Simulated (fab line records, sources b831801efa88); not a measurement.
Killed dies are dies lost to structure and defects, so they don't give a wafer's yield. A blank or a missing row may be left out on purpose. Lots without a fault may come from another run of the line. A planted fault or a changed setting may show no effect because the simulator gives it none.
fab line records | flow sky130
record lots=14 wafers=42 last_day=50
route steps=708 shown LDD_HVP@287 VIA1@472 METAL2@483 METAL3@535
lots that met no fault: from a run of the same line without faults
start_h: hours from the record's first day to the start of the lot's first wafer shown | wait_h: hours since the lot's step before | " the same as in the row above | L1.1+2: a row that stands for several wafers | - no value, or no start given | * or withheld: withheld | < > ~ a bound
route shown NAME@n: a module of which the file shows steps, and the number in the route of the first | usual: mean/standard deviation of fault-free wafers | same: alike in all rows | chamber/n: place in a boat | sites: the reading at each site | _std_site: their standard deviation | _edge_site: outer sites' mean less inner sites' | radius_mm: how far each site lies from the wafer's centre | mask NAME#n: copy n | behind: the tool/chamber that last shaped the wafer | hold: why the lot was held/for how many hours/how that ended | device: the transistor (n, p or np) that didn't switch | end of line: the same wafers' tests at the end of the route | a step without rows: its recipe alone | killed: dies lost to structure and defects at the first sort, not the wafer's yield | map: a wafer's dies, x killed, . not, _ none there
set.NAME: the setting as run; set.NAME@STEP: as run at that earlier step | model.NAME: the simulator's own value behind a step, which no gauge read
steps of the route over a sample of lots; a table a step, a row a wafer
services: from which hour (start_h, from the record's first day; less than 0 if before it) a tool's chamber was out of use, for how many hours, and why
## steps
# step SKY_LDD_HVP_STRIP_09
# recipe chemistry=O2/N2 power_w=1400 pressure_mtorr=1500 platen_temp_c=withheld o2_flow_sccm=3000 n2_flow_sccm=300 overash_fraction=0.5
# usual chamber_pressure_mTorr=1500.2/1.3 drypump_motor_current_A=5.7/0.4 oes_product_au=0.408/0.0044 strip_time_to_endpoint_s=4.133/0.013
# columns lot.wafer tool chamber start_h wait_h chamber_pressure_mTorr drypump_motor_current_A oes_product_au rf_hours_counter_h strip_time_to_endpoint_s
L672.2 plasma_asher-02 0 502.43 0.1 1501.2 5.2 0.401 7 4.129
L672.4 " 1 " " 1501.1 5.1 0.399 - 4.125
L672.5 " 1 " " 1502.0 5.1 0.408 - 4.146
L673.2 plasma_asher-01 1 506.22 0.1 1498.0 5.4 0.409 40 4.125
L673.5 " 1 " " 1501.7 5.4 0.406 - 4.128
L673.6 " 0 " " 1498.3 5.9 0.411 - 4.127
L674.1 plasma_asher-01 1 519.48 0.1 1501.8 5.4 0.412 41 4.141
L674.4 " 1 " " 1499.1 5.3 0.408 - 4.140
L674.5 " 0 " " 1500.0 5.9 0.410 - 4.129
L675.2 plasma_asher-03 1 528.92 0.1 1499.3 5.9 0.404 74 4.143
L675.3 " 1 " " 1499.3 6.0 0.418 - 4.151
L675.6 " 1 " " 1499.9 5.9 0.410 - 4.133
L684.2 plasma_asher-01 0 604.03 0.1 1502.5 5.9 0.405 50 4.134
L684.3 " 0 " " 1500.8 5.9 0.408 - 4.134
L684.5 " 1 " " 1500.7 5.4 0.407 - 4.142
L685.2 plasma_asher-02 0 614.03 0.1 1499.5 5.2 0.409 18 4.110
L685.5 " 0 " " 1500.8 5.2 0.403 - 4.117
L685.6 " 1 " " 1502.6 5.1 0.406 - 4.119
L686.2 plasma_asher-01 0 623.92 0.1 1500.4 6.0 0.416 52 4.144
L686.5 " 0 " " 1498.6 5.9 0.413 - 4.123
L686.6 " 1 " " 1498.4 5.4 0.411 - 4.145
L687.1 plasma_asher-03 1 626.87 0.1 1500.9 6.0 0.413 83 4.141
L687.2 " 0 " " 1498.6 6.1 0.410 83 4.143
L687.5 " 1 " " 1499.9 5.9 0.408 - 4.153
L688.4 plasma_asher-03 1 630.95 0.1 1498.9 6.0 0.411 - 4.144
L688.5 " 1 " " 1501.4 6.0 0.416 - 4.138
L688.6 " 0 " " 1501.1 6.1 0.402 - 4.115
L689.1 plasma_asher-01 1 637.93 0.1 1501.8 5.4 0.407 53 4.130
L689.4 " 0 " " 1500.1 6.0 0.404 - 4.127
L689.5 " 0 " " 1499.9 5.9 0.400 - 4.121
L690.1 plasma_asher-02 0 652.38 0.1 1499.0 5.2 0.409 20 4.144
L690.5 " 1 " " 1501.0 5.2 0.403 - 4.136
L690.6 " 0 " " 1500.9 5.2 0.405 - 4.125
L692.2 plasma_asher-03 1 665.83 0.1 1499.0 6.0 0.410 87 4.120
L692.5 " 0 " " 1498.5 6.1 0.405 - 4.145
L692.6 " 1 " " 1499.2 6.0 0.406 - 4.129
L693.2 plasma_asher-03 0 677.03 0.1 1500.0 6.1 0.405 88 4.109
L693.3 " 1 " " 1500.5 6.0 0.407 - 4.123
L693.6 " 1 " " 1497.7 6.0 0.405 - 4.127
L695.1 plasma_asher-03 0 690.22 0.1 1501.1 6.1 0.407 90 4.154
L695.3 " 0 " " 1499.4 6.1 0.407 - 4.147
L695.4 " 1 " " 1502.9 6.0 0.405 - 4.138
# step SKY_VIA1_ETCH_14
# recipe chemistry=N2/H2 target=BARC ion_energy_ev=200 source_w=500 bias_w=100 pressure_mtorr=30 n2_flow_sccm=100 h2_flow_sccm=200 stop_on=SiO2 time_s=45.9 target_depth_a=600
# usual chamber_pressure_mTorr=30.005/0.026 drypump_motor_current_A=5.7/0.54 h2_flow_sccm=200.0/0.61 oes_product_au=0.855/0.0048 run_length_s=74.2/0.47 throttle_valve_pct=13.225/0.0089
# columns lot.wafer tool chamber start_h wait_h chamber_pressure_mTorr drypump_motor_current_A h2_flow_sccm oes_product_au rf_hours_counter_h run_length_s throttle_valve_pct
L672.2 rie_diel-03 0 799.34 0.0 30.002 5.0 200.5 0.858 21 73.8 13.231
L672.4 " 2 " " 29.981 6.5 199.4 0.852 13 74.6 13.228
L672.5 " 1 " " 29.966 5.4 200.2 0.844 - 73.5 13.226
L673.2 rie_diel-03 2 801.55 0.0 30.047 6.6 199.8 0.846 13 74.4 13.226
L673.5 " 0 " " 29.986 5.0 199.3 0.853 - 73.9 13.229
L673.6 " 1 " " 30.000 5.4 201.1 0.862 - 73.7 13.220
L674.1 rie_diel-03 3 813.10 0.0 30.001 6.3 200.0 0.847 7 74.5 13.226
L674.4 " 1 " " 30.004 5.4 199.9 0.853 13 73.7 13.227
L674.5 " 2 " " 30.019 6.5 201.0 1.005 - 61.4 13.255
L675.2 rie_diel-03 1 822.50 0.0 29.971 5.4 200.7 0.853 13 73.5 13.217
L675.3 " 0 " " 30.051 5.1 199.5 1.009 22 60.6 13.245
L675.6 " 0 " " 30.028 5.1 199.7 0.856 - 74.1 13.222
L684.2 rie_diel-02 2 888.50 0.0 30.020 5.8 200.3 0.852 12 73.8 13.212
L684.3 " 1 " " 30.018 5.2 199.8 0.860 24 74.9 13.229
L684.5 " 0 " " 29.984 5.9 199.9 0.847 - 74.5 13.224
L685.2 rie_diel-03 2 895.49 0.0 30.042 6.5 198.6 0.859 16 74.4 13.230
L685.5 " 2 " " 30.013 6.5 199.0 0.853 - 74.3 13.214
L685.6 " 1 " " 30.016 5.5 199.7 0.861 - 73.6 13.219
L686.2 rie_diel-03 2 908.19 0.0 30.014 6.5 200.8 0.857 16 74.3 13.226
L686.5 " 3 " " 29.970 6.3 199.2 0.857 - 74.7 13.230
L686.6 " 2 " " 30.021 6.5 200.6 0.860 - 74.5 13.241
L687.1 rie_diel-04 0 908.80 0.0 30.026 5.3 199.8 0.853 3 74.3 13.221
L687.2 " 3 " " 29.998 6.4 200.2 0.857 17 74.0 13.218
L687.5 " 0 " " 29.982 5.3 199.2 0.853 - 74.1 13.220
L688.4 rie_diel-03 0 909.20 0.0 30.021 5.1 200.1 0.852 25 74.0 13.227
L688.5 " 0 " " 29.968 5.1 200.4 0.861 - 73.9 13.217
L688.6 " 3 " " 29.963 6.3 200.1 0.856 - 74.5 13.227
L689.1 rie_diel-04 0 918.30 0.0 29.995 5.3 200.7 0.854 4 74.2 13.241
L689.4 " 3 " " 29.969 6.4 200.3 0.856 18 74.0 13.238
L689.5 " 2 " " 29.991 6.3 199.7 0.849 - 73.9 13.234
L690.1 rie_diel-03 0 932.95 0.0 29.990 5.1 199.2 0.850 26 73.9 13.208
L690.5 " 0 " " 29.991 5.0 199.6 0.855 - 74.2 13.237
L690.6 " 1 " " 29.996 5.4 201.1 0.860 - 73.8 13.218
L692.2 rie_diel-03 3 943.25 0.0 30.050 6.3 198.7 0.854 11 74.2 13.235
L692.5 " 3 " " 30.002 6.3 199.5 0.857 - 74.7 13.230
L692.6 " 0 " " 30.042 5.0 200.6 0.847 - 74.3 13.223
L693.2 rie_diel-02 0 955.04 0.0 30.025 5.9 199.9 0.859 20 74.3 13.233
L693.3 " 2 " " 30.030 5.8 200.5 0.848 14 74.1 13.237
L693.6 " 0 " " 29.995 5.9 199.1 0.861 - 74.2 13.228
L695.1 rie_diel-02 2 964.15 0.0 29.984 5.8 201.0 0.852 15 73.9 13.227
L695.3 " 1 " " 30.024 5.2 199.6 0.857 26 75.2 13.212
L695.4 " 0 " " 30.014 5.9 199.8 0.861 20 74.3 13.242
# step SKY_VIA1_ETCH_15
# recipe target=SiO2 chemistry=C4F8/O2/Ar target_depth_nm=351 stop_on=TiN mask_material=KrF-thick source_w=1500 bias_w=1200 pressure_mtorr=40 c4f8_flow_sccm=withheld O2_flow_sccm=6 Ar_flow_sccm=300 time_s=54
# usual chamber_pressure_mTorr=40.00/0.036 oes_product_au=0.983/0.0055 run_length_s=82.3/0.48
# same time_s=54
# columns lot.wafer tool chamber start_h wait_h chamber_pressure_mTorr oes_product_au run_length_s
L672.2 rie_diel-03 0 799.38 0.0 39.98 0.982 82.6
L672.4 " 2 " " 40.05 0.977 82.6
L672.5 " 1 " " 40.03 0.980 81.5
L673.2 rie_diel-03 2 801.59 0.0 39.98 0.985 82.6
L673.5 " 0 " " 40.03 0.980 82.6
L673.6 " 1 " " 39.94 0.979 82.1
L674.1 rie_diel-03 3 813.14 0.0 40.01 0.983 82.4
L674.4 " 1 " " 39.95 0.976 81.7
L674.5 " 2 " " 39.96 0.387 82.8
L675.2 rie_diel-03 1 822.54 0.0 40.02 0.978 81.7
L675.3 " 0 " " 39.94 0.374 82.1
L675.6 " 0 " " 39.95 0.993 81.9
L684.2 rie_diel-02 2 888.54 0.0 39.99 0.993 82.3
L684.3 " 1 " " 39.94 0.980 83.1
L684.5 " 0 " " 40.01 0.987 82.3
L685.2 rie_diel-03 2 895.53 0.0 40.01 0.977 82.6
L685.5 " 2 " " 39.98 0.983 82.4
L685.6 " 1 " " 39.99 0.982 81.6
L686.2 rie_diel-03 2 908.23 0.0 40.00 0.991 82.7
L686.5 " 3 " " 40.03 0.988 82.9
L686.6 " 2 " " 39.99 0.987 82.8
L687.1 rie_diel-04 0 908.84 0.0 40.04 0.989 82.3
L687.2 " 3 " " 40.01 0.985 81.8
L687.5 " 0 " " 40.02 0.985 82.7
L688.4 rie_diel-03 0 909.24 0.0 40.07 0.977 82.0
L688.5 " 0 " " 40.01 0.976 82.3
L688.6 " 3 " " 39.99 0.983 82.5
L689.1 rie_diel-04 0 918.34 0.0 40.01 0.983 82.4
L689.4 " 3 " " 40.01 0.974 82.0
L689.5 " 2 " " 39.97 0.983 81.7
L690.1 rie_diel-03 0 932.99 0.0 40.02 0.983 82.2
L690.5 " 0 " " 39.99 0.977 82.1
L690.6 " 1 " " 39.96 0.972 81.8
L692.2 rie_diel-03 3 943.29 0.0 39.95 0.982 82.9
L692.5 " 3 " " 40.00 0.981 82.8
L692.6 " 0 " " 40.01 0.976 82.3
L693.2 rie_diel-02 0 955.08 0.0 40.06 0.982 82.6
L693.3 " 2 " " 40.00 1.000 82.5
L693.6 " 0 " " 39.91 0.985 82.4
L695.1 rie_diel-02 2 964.19 0.0 39.95 0.989 82.5
L695.3 " 1 " " 40.00 0.985 82.8
L695.4 " 0 " " 40.01 0.984 82.9
# step SKY_VIA1_STRIP_16
# recipe chemistry=O2/N2 power_w=1400 pressure_mtorr=1500 platen_temp_c=withheld o2_flow_sccm=3000 n2_flow_sccm=300 overash_fraction=0.5
# usual chamber_pressure_mTorr=1500.2/1.3 drypump_motor_current_A=5.8/0.45 oes_product_au=0.414/0.0051 strip_time_to_endpoint_s=4.441/0.025
# columns lot.wafer tool chamber start_h wait_h chamber_pressure_mTorr drypump_motor_current_A oes_product_au rf_hours_counter_h strip_time_to_endpoint_s
L672.2 plasma_asher-01 1 799.43 0.0 1501.0 5.4 0.407 70 4.465
L672.4 " 1 " " 1503.4 5.4 0.418 - 4.445
L672.5 " 0 " " 1501.1 6.0 0.416 - 4.447
L673.2 plasma_asher-04 0 801.64 0.0 1502.7 4.8 0.415 5 4.434
L673.5 " 0 " " 1497.5 4.8 0.410 - 4.472
L673.6 " 1 " " 1500.4 6.1 0.419 - 4.460
L674.1 plasma_asher-03 0 813.19 0.0 1499.6 6.2 0.412 102 4.459
L674.4 " 1 " " 1498.1 6.0 0.404 - 4.456
L674.5 " 1 " " 1500.7 6.0 0.422 - 4.591
L675.2 plasma_asher-01 1 822.59 0.0 1500.3 5.3 0.422 72 4.469
L675.3 " 1 " " 1501.5 5.4 0.421 - 4.561
L675.6 " 0 " " 1501.9 6.0 0.414 - 4.448
L684.2 plasma_asher-04 1 888.59 0.0 1501.0 6.1 0.408 16 4.461
L684.3 " 0 " " 1498.9 4.8 0.419 - 4.448
L684.5 " 0 " " 1501.6 4.8 0.412 - 4.497
L685.2 plasma_asher-03 1 895.58 0.0 1501.0 6.0 0.421 113 4.460
L685.5 " 1 " " 1502.0 6.0 0.412 - 4.420
L685.6 " 0 " " 1499.4 6.1 0.421 - 4.447
L686.2 plasma_asher-04 0 908.28 0.0 1500.1 4.8 0.413 18 4.432
L686.5 " 1 " " 1502.4 6.1 0.419 - 4.444
L686.6 " 0 " " 1497.6 4.8 0.415 - 4.438
L687.1 plasma_asher-01 0 908.89 0.0 1497.2 5.9 0.419 73 4.404
L687.2 " 1 " " 1501.8 5.4 0.413 73 4.441
L687.5 " 1 " " 1501.5 5.4 0.413 - 4.421
L688.4 plasma_asher-03 1 909.32 0.1 1500.2 5.9 0.409 - 4.438
L688.5 " 1 " " 1503.1 6.0 0.429 - 4.462
L688.6 " 0 " " 1501.3 6.1 0.408 - 4.416
L689.1 plasma_asher-03 0 918.39 0.0 1499.6 6.0 0.412 115 4.412
L689.4 " 0 " " 1500.0 6.1 0.411 - 4.435
L689.5 " 1 " " 1500.6 6.0 0.408 - 4.433
L690.1 plasma_asher-01 1 933.04 0.0 1499.3 5.4 0.414 75 4.449
L690.5 " 0 " " 1497.0 6.0 0.415 - 4.431
L690.6 " 1 " " 1500.1 5.4 0.424 - 4.439
L692.2 plasma_asher-03 1 943.34 0.0 1500.4 6.0 0.409 118 4.444
L692.5 " 0 " " 1499.9 6.1 0.409 - 4.419
L692.6 " 1 " " 1500.8 6.0 0.423 - 4.459
L693.2 plasma_asher-03 0 955.13 0.0 1502.1 6.1 0.418 119 4.455
L693.3 " 1 " " 1499.1 5.9 0.416 - 4.408
L693.6 " 1 " " 1499.8 5.9 0.415 - 4.432
L695.1 plasma_asher-03 1 964.24 0.0 1501.1 6.0 0.404 120 4.399
L695.3 " 0 " " 1500.7 6.1 0.417 - 4.451
L695.4 " 1 " " 1499.1 5.9 0.427 - 4.441
# step SKY_METAL2_SPUTTER_00
# recipe material=Ti target_thk_nm=15 power_w=3000 time_s=10 chamber_pressure_pa=0.4
# usual chamber_pressure_pa=0.4001/0.00076 throttle_valve_pct=29.5/0.91
# same time_s=10
# columns lot.wafer tool chamber start_h wait_h chamber_pressure_pa throttle_valve_pct
L672.2 pvd_sputter-01 - 800.65 0.2 0.4008 29.2
L672.4 " - " " 0.4000 30.9
L672.5 " - " " 0.3984 29.3
L673.2 pvd_sputter-02 - 802.87 0.1 0.4003 29.2
L673.5 " - " " 0.4004 29.9
L673.6 " - " " 0.4001 29.8
L674.1 pvd_sputter-03 - 814.42 0.2 0.4003 30.8
L674.4 " - " " 0.3987 28.0
L675.2 pvd_sputter-03 - 823.89 0.1 0.4005 28.2
L675.6 " - " " 0.4005 28.3
L684.2 pvd_sputter-03 - 889.86 0.1 0.4004 30.7
L684.3 " - " " 0.3996 28.9
L684.5 " - " " 0.3996 29.2
L685.2 pvd_sputter-01 - 896.85 0.2 0.4005 31.1
L685.5 " - " " 0.4005 29.0
L685.6 " - " " 0.3981 31.1
L686.2 pvd_sputter-03 - 909.59 0.2 0.3998 29.1
L686.5 " - " " 0.4009 29.2
L686.6 " - " " 0.3996 28.3
L687.1 pvd_sputter-01 - 910.16 0.1 0.3997 29.3
L687.2 " - " " 0.3994 30.8
L687.5 " - " " 0.4010 29.3
L688.4 pvd_sputter-03 - 910.61 0.1 0.4022 30.6
L688.5 " - " " 0.4009 30.7
L688.6 " - " " 0.4015 28.9
L689.1 pvd_sputter-01 - 919.78 0.2 0.4011 29.3
L689.4 " - " " 0.4016 29.0
L689.5 " - " " 0.4011 29.0
L690.1 pvd_sputter-02 - 934.34 0.2 0.3988 29.6
L690.5 " - " " 0.3998 30.2
L690.6 " - " " 0.3998 28.8
L692.2 pvd_sputter-02 - 944.65 0.2 0.4002 29.7
L692.5 " - " " 0.4002 29.7
L692.6 " - " " 0.4012 29.4
L693.2 pvd_sputter-01 - 956.39 0.2 0.4004 29.2
L693.3 " - " " 0.4004 31.0
L693.6 " - " " 0.3993 29.0
L695.1 pvd_sputter-03 - 965.81 0.1 0.3996 28.4
L695.3 " - " " 0.3989 30.9
L695.4 " - " " 0.4006 29.1
# step SKY_METAL3_SPUTTER_03
# recipe material=Ti target_thk_nm=5 power_w=3000 time_s=3.3 chamber_pressure_pa=0.4
# usual chamber_pressure_pa=0.3999/0.00072 throttle_valve_pct=29.7/1
# same time_s=3.3
# columns lot.wafer tool chamber start_h wait_h chamber_pressure_pa throttle_valve_pct
L672.2 pvd_sputter-03 - 856.73 0.0 0.3996 28.1
L672.4 " - " " 0.4012 28.6
L672.5 " - " " 0.4012 30.8
L673.2 pvd_sputter-01 - 858.74 0.0 0.4008 30.9
L673.5 " - " " 0.4000 29.3
L673.6 " - " " 0.4000 31.0
L674.1 pvd_sputter-04 - 870.56 0.0 0.4007 29.7
L674.4 " - " " 0.3986 29.5
L675.2 pvd_sputter-01 - 878.77 0.0 0.3997 31.4
L675.6 " - " " 0.3995 29.3
L684.2 pvd_sputter-03 - 943.39 0.0 0.4004 29.3
L684.3 " - " " 0.3990 30.7
L684.5 " - " " 0.4001 30.7
L685.2 pvd_sputter-01 - 950.00 0.0 0.3994 29.4
L685.5 " - " " 0.3998 31.2
L685.6 " - " " 0.3993 29.3
L686.2 pvd_sputter-03 - 962.60 0.0 0.4006 29.3
L686.5 " - " " 0.3994 28.2
L686.6 " - " " 0.4012 29.0
L687.1 pvd_sputter-03 - 963.30 0.0 0.4001 30.8
L687.2 " - " " 0.4014 29.0
L687.5 " - " " 0.3986 28.3
L688.4 pvd_sputter-01 - 963.70 0.0 0.4001 30.9
L688.5 " - " " 0.4000 29.2
L688.6 " - " " 0.3992 29.1
L689.1 pvd_sputter-01 - 971.83 0.0 0.4012 31.2
L689.4 " - " " 0.3992 30.7
L689.5 " - " " 0.4012 30.9
L690.1 pvd_sputter-01 - 985.72 0.0 0.3994 29.1
L690.5 " - " " 0.4000 29.3
L690.6 " - " " 0.3989 29.1
L692.2 pvd_sputter-01 - 996.14 0.0 0.3991 29.2
L692.5 " - " " 0.4002 29.0
L692.6 " - " " 0.4007 29.2
L693.2 pvd_sputter-01 - 1008.59 0.0 0.3998 31.3
L693.3 " - " " 0.4006 31.2
L693.6 " - " " 0.4007 29.2
L695.1 pvd_sputter-03 - 1017.11 0.0 0.3988 28.3
L695.3 " - " " 0.4008 30.6
L695.4 " - " " 0.4010 29.1
# step SKY_METAL3_ETCH_16
# recipe chemistry=N2/H2 target=BARC ion_energy_ev=200 bias_w=100 pressure_mtorr=30 n2_flow_sccm=100 h2_flow_sccm=200 icp_w=500 stop_on=SiO2 time_s=88.2 target_depth_a=600
# usual chamber_pressure_mTorr=30.003/0.027 drypump_motor_current_A=5.92/0.3 h2_flow_sccm=200.1/0.61 oes_product_au=0.625/0.0043 run_length_s=116.8/1 throttle_valve_pct=13.205/0.0098
# same time_s=88.2
# columns lot.wafer tool chamber start_h wait_h chamber_pressure_mTorr drypump_motor_current_A h2_flow_sccm oes_product_au rf_hours_counter_h run_length_s throttle_valve_pct
L672.2 rie_metal-02 1 909.65 0.1 30.025 5.56 200.4 0.619 - 116.9 13.197
L672.4 " 1 " " 30.009 5.58 201.2 0.617 - 117.3 13.197
L672.5 " 1 " " 29.992 5.57 200.6 0.626 - 117.1 13.200
L673.2 rie_metal-03 1 911.33 0.0 30.019 6.40 200.0 0.623 5 116.4 13.212
L673.5 " 0 " " 30.043 5.92 199.6 0.625 - 116.7 13.194
L673.6 " 1 " " 30.040 6.40 200.8 0.631 - 116.4 13.206
L674.1 rie_metal-04 1 923.03 0.0 30.027 5.86 200.3 0.632 7 115.5 13.231
L674.4 " 0 " " 29.995 5.73 199.5 0.621 - 116.5 13.199
L675.2 rie_metal-02 0 930.58 0.0 29.990 6.00 200.6 0.621 15 116.0 13.207
L675.6 " 0 " " 29.996 6.00 200.5 0.620 - 116.0 13.222
L684.2 rie_metal-04 0 993.07 0.0 30.082 5.73 199.6 0.622 6 116.8 13.211
L684.3 " 1 " " 29.991 5.84 199.8 0.630 - 115.7 13.201
L684.5 " 1 " " 30.023 5.84 199.0 0.628 - 116.0 13.198
L685.2 rie_metal-02 0 998.97 0.0 30.027 6.01 199.7 0.623 19 116.0 13.211
L685.5 " 0 " " 30.051 5.97 200.0 0.632 - 116.0 13.197
L685.6 " 1 " " 29.995 5.59 200.7 0.629 - 117.4 13.221
L686.2 rie_metal-02 0 1010.64 0.0 30.001 6.02 201.1 0.628 19 115.9 13.198
L686.5 " 0 " " 30.022 6.01 200.3 0.622 - 116.4 13.205
L686.6 " 1 " " 30.063 5.55 200.2 0.623 - 117.3 13.212
L687.1 rie_metal-02 0 1012.14 0.0 29.989 6.00 199.5 0.627 19 116.4 13.217
L687.2 " 1 " " 30.002 5.60 199.2 0.627 23 116.8 13.222
L687.5 " 0 " " 30.037 6.00 200.4 0.625 - 116.0 13.203
L688.4 rie_metal-02 1 1012.57 0.0 30.013 5.57 200.3 0.633 - 116.7 13.210
L688.5 " 1 " " 30.093 5.57 200.7 0.626 - 116.7 13.202
L688.6 " 0 " " 29.971 5.99 200.0 0.622 - 116.3 13.220
L689.1 rie_metal-04 1 1020.68 0.0 30.070 5.85 199.9 0.624 13 115.9 13.203
L689.4 " 1 " " 29.987 5.84 200.2 0.621 - 115.7 13.194
L689.5 " 0 " " 30.004 5.73 200.1 0.625 - 116.7 13.211
L690.1 rie_metal-04 1 1033.34 0.0 30.038 5.86 199.0 0.624 14 115.5 13.207
L690.5 " 0 " " 30.029 5.73 200.8 0.628 - 116.3 13.200
L690.6 " 1 " " 30.001 5.85 198.2 0.624 - 115.5 13.215
L692.2 rie_metal-03 1 1042.35 0.1 30.020 6.46 200.2 0.625 - 116.8 13.207
L692.5 " 1 " " 30.001 6.45 200.3 0.625 - 116.6 13.212
L692.6 " 1 " " 30.007 6.46 199.9 0.626 - 116.4 13.197
L693.2 rie_metal-03 1 1055.13 0.1 30.044 6.41 199.8 0.625 - 120.0 13.207
L693.3 " 1 " " 29.968 6.44 199.2 0.630 - 119.9 13.191
L693.6 " 1 " " 29.999 6.43 199.7 0.621 - 120.0 13.212
L695.1 rie_metal-03 1 1062.04 0.1 29.993 6.43 200.2 0.623 14 120.2 13.195
L695.3 " 1 " " 29.989 6.44 199.5 0.628 - 120.1 13.212
L695.4 " 1 " " 30.019 6.43 200.1 0.631 - 119.6 13.197
## services
# columns tool chamber start_h hours kind
rie_diel-03 2 506.23 10.5 repair
rie_diel-03 3 508.73 2.6 repair
rie_diel-03 0 538.85 4.6 repair
plasma_asher-03 - 542.43 2.7 repair
pvd_sputter-01 - 587.90 10.0 repair
plasma_asher-03 - 592.03 2.8 pm
plasma_asher-03 - 595.31 6.1 repair
rie_diel-03 2 609.50 8.3 repair
pvd_sputter-03 - 672.79 2.2 repair
plasma_asher-03 - 699.71 3.8 repair
pvd_sputter-01 - 729.82 0.6 repair
rie_diel-03 1 742.85 10.0 repair
pvd_sputter-01 - 848.94 5.2 repair
rie_diel-03 3 864.96 10.2 repair
rie_diel-03 2 872.59 4.8 repair
rie_diel-03 1 902.04 4.2 repair
pvd_sputter-01 - 981.03 1.2 repair
rie_diel-03 1 991.66 4.9 repair
plasma_asher-03 - 994.13 20.8 pm
pvd_sputter-01 - 1002.17 5.9 repair
plasma_asher-03 - 1019.23 9.1 repair
pvd_sputter-01 - 1028.30 3.0 repair
rie_diel-03 0 1052.87 6.0 repair
plasma_asher-03 - 1055.25 9.0 pm
## key
first_sign step=SKY_VIA1_ETCH_14 reading=oes_product_au direction=up sigmas=31 usual=0.855 struck=1.007
effect step=SKY_VIA1_ETCH_14 reading=run_length_s direction=down sigmas=28 usual=* struck=*
effect step=SKY_VIA1_ETCH_15 reading=oes_product_au direction=down sigmas=99+ usual=0.983 struck=0.381
effect step=SKY_VIA1_STRIP_16 reading=strip_time_to_endpoint_s direction=up sigmas=5.5 usual=* struck=*
effect step=SKY_METAL2_SPUTTER_00 reading=visit direction=missing
met_at SKY_VIA1_ETCH_14
struck_lots L674,L675
struck_wafers L674.5,L675.3
later_rows_left_out L674.5,L675.3
sort_left_out L674.5,L675.3
not_acting_at SKY_LDD_HVP_STRIP_09,SKY_METAL3_SPUTTER_03,SKY_METAL3_ETCH_16
onset_between 801.55 813.10
fault kind=process_parameter_drift tool=rie_diel-03 chamber=- onset_h=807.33 steps=SKY_VIA1_ETCH_14 channel=time_s offset=* shape=step end_h=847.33 scope=struck_wafers_only acts_in=* stated=*
# sort_left_out: the simulated sort isn't trusted on such a fault, so these wafers' sort isn't shown, and their yield isn't known
# later_rows_left_out: the simulator's readings of these wafers behind a module that went badly wrong aren't trusted and aren't shown, but for the sort
